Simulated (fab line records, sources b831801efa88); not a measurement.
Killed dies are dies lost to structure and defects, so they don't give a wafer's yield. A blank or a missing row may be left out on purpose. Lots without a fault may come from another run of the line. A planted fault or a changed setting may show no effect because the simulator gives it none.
Which tool did it? | flow gf180mcu | 6 lots, 18 wafers sampled, at 3 steps of a route of 602

WHAT THE GAUGES READ, wafer by wafer
GF_VT_IMPLANT_OVL_MEAS_07.
lot  | measured     | on         | VT_IMPLANT_OVL (nm)
L429 | day 6 12:02  | overlay-02 | -0.1 0.6 0.6
L433 | day 7 17:35  | overlay-02 | -0.4 -0.8 -1.4
L436 | day 8 07:35  | overlay-01 | -2.0 -1.8 -1.2
L443 | day 9 21:18  | overlay-01 | -0.6 0.1 0.9
L445 | day 10 08:57 | overlay-01 | 1.6 2.0 0.8
L449 | day 11 08:56 | overlay-01 | -0.5 -0.9 0.7

WHICH TOOL RAN EACH LOT (tool, then ch and the chambers of the sampled wafers, then the start)
lot  | GF_STI_ETCH_14                  | GF_NWELL_IMPLANT_08
L429 | rie_si-02 ch 0,2,3, day 2 18:31 | implanter-02 ch 0, day 4 01:23
L433 | rie_si-02 ch 2,3, day 3 14:02   | implanter-03 ch 0, day 5 05:34
L436 | rie_si-02 ch 0,2,3, day 4 07:28 | implanter-04 ch 0, day 5 18:12
L443 | rie_si-02 ch 0,3, day 5 17:50   | implanter-04 ch 0, day 7 04:11
L445 | rie_si-02 ch 1,2,3, day 6 03:59 | implanter-04 ch 0, day 7 15:25
L449 | rie_si-02 ch 0,1,2, day 6 23:58 | implanter-03 ch 0, day 8 12:23
- GF_STI_ETCH_14: etches Si in HBr/Cl2/O2, target depth 360 nm, time 102.9 s.
- GF_NWELL_IMPLANT_08

THE ANSWER, worked out from the rows above alone
Rule: what is usual is taken from the lots themselves. Put in order of their means at a reading, lots are off if they are a third of the lots or fewer, leave a main group of 4 or more, and stand apart from it by a gap of 3 or more times the standard deviation of the main group's means; of several such gaps the widest counts. A main group whose means are all the same, to the digits that the tables above print for the reading, isn't used. A lot without any number at a reading at which 4 lots or more have one is off too. The other lots that the step has rows for count as sound.
No lot is off at any reading shown: from this, nothing can be told.

WHAT THE SIMULATOR HAD PUT IN
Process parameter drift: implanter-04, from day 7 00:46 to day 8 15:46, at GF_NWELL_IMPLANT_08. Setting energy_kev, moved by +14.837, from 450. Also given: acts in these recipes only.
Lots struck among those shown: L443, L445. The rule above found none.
